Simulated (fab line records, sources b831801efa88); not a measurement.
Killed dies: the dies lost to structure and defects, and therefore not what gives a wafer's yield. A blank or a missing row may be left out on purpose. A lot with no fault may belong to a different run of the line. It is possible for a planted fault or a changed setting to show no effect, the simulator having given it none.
Which tool was responsible? || flow sky130 || 6 lots, 18 wafers sampled, at 4 steps of a route of 708

WHAT THE GAUGES SHOWED, per wafer
SKY_PASSIVATION_THK_MEAS_03.
{"lot": "L861", "measured": "day 45 15:05", "on": "film-metro-02", "PASSIVATION_CVD_02_THK (nm)": "525 546 542"}
{"lot": "L866", "measured": "day 46 22:04", "on": "film-metro-02", "PASSIVATION_CVD_02_THK (nm)": "544 551 542"}
{"lot": "L869", "measured": "day 47 11:50", "on": "film-metro-02", "PASSIVATION_CVD_02_THK (nm)": "533 532 535"}
{"lot": "L873", "measured": "day 48 11:24", "on": "film-metro-01", "PASSIVATION_CVD_02_THK (nm)": "543 539 546"}
{"lot": "L875", "measured": "day 48 17:08", "on": "film-metro-04", "PASSIVATION_CVD_02_THK (nm)": "530 525 534"}
{"lot": "L878", "measured": "day 49 06:05", "on": "film-metro-04", "PASSIVATION_CVD_02_THK (nm)": "526 544 542"}

TOOL THAT RAN EACH LOT (tool first, then ch and the chambers of the sampled wafers, then the start)
{"lot": "L861", "SKY_METAL4_DESCUM_15": "rie-metal-04 ch 0, day 43 14:19", "SKY_VIA4_SPUTTER_17": "pvd-sputter-03, day 44 15:38", "SKY_METAL5_SPUTTER_00": "pvd-sputter-02, day 44 16:20"}
{"lot": "L866", "SKY_METAL4_DESCUM_15": "rie-metal-04 ch 0,1, day 44 22:49", "SKY_VIA4_SPUTTER_17": "pvd-sputter-03, day 45 22:41", "SKY_METAL5_SPUTTER_00": "pvd-sputter-01, day 45 23:22"}
{"lot": "L869", "SKY_METAL4_DESCUM_15": "rie-metal-02 ch 1, day 45 14:50", "SKY_VIA4_SPUTTER_17": "pvd-sputter-04, day 46 13:58", "SKY_METAL5_SPUTTER_00": "pvd-sputter-02, day 46 14:40"}
{"lot": "L873", "SKY_METAL4_DESCUM_15": "rie-metal-04 ch 1, day 46 15:04", "SKY_VIA4_SPUTTER_17": "pvd-sputter-04, day 47 13:33", "SKY_METAL5_SPUTTER_00": "pvd-sputter-03, day 47 14:14"}
{"lot": "L875", "SKY_METAL4_DESCUM_15": "rie-metal-01 ch 0,1, day 46 22:01", "SKY_VIA4_SPUTTER_17": "pvd-sputter-03, day 47 20:17", "SKY_METAL5_SPUTTER_00": "pvd-sputter-03, day 47 20:59"}
{"lot": "L878", "SKY_METAL4_DESCUM_15": "rie-metal-04 ch 0, day 47 12:41", "SKY_VIA4_SPUTTER_17": "pvd-sputter-01, day 48 09:58", "SKY_METAL5_SPUTTER_00": "pvd-sputter-03, day 48 10:39"}
- SKY_METAL4_DESCUM_15: chemistry O2, time 8 s.
- SKY_VIA4_SPUTTER_17: material TiN, target thk 20 nm, time 80 s.
- SKY_METAL5_SPUTTER_00: material Ti, target thk 15 nm, time 10 s.

THE ANSWER, worked out from the rows above alone
Rule: what is usual is taken from the lots themselves. Put in order of their means at a reading, lots are off if they are a third of the lots or fewer, leave a main group of 4 or more, and stand apart from it by a gap of 3 or more times the standard deviation of the main group's means; of several such gaps the widest counts. The tables above print the reading to a certain number of digits; a main group whose means all agree to those digits is not used. Also off: a lot with no number at a reading for which 4 or more lots have one. The other lots that the step has rows for count as sound.
No lot is off on any of the readings shown, so nothing can be concluded from this.

WHAT THE SIMULATOR HAD INSERTED
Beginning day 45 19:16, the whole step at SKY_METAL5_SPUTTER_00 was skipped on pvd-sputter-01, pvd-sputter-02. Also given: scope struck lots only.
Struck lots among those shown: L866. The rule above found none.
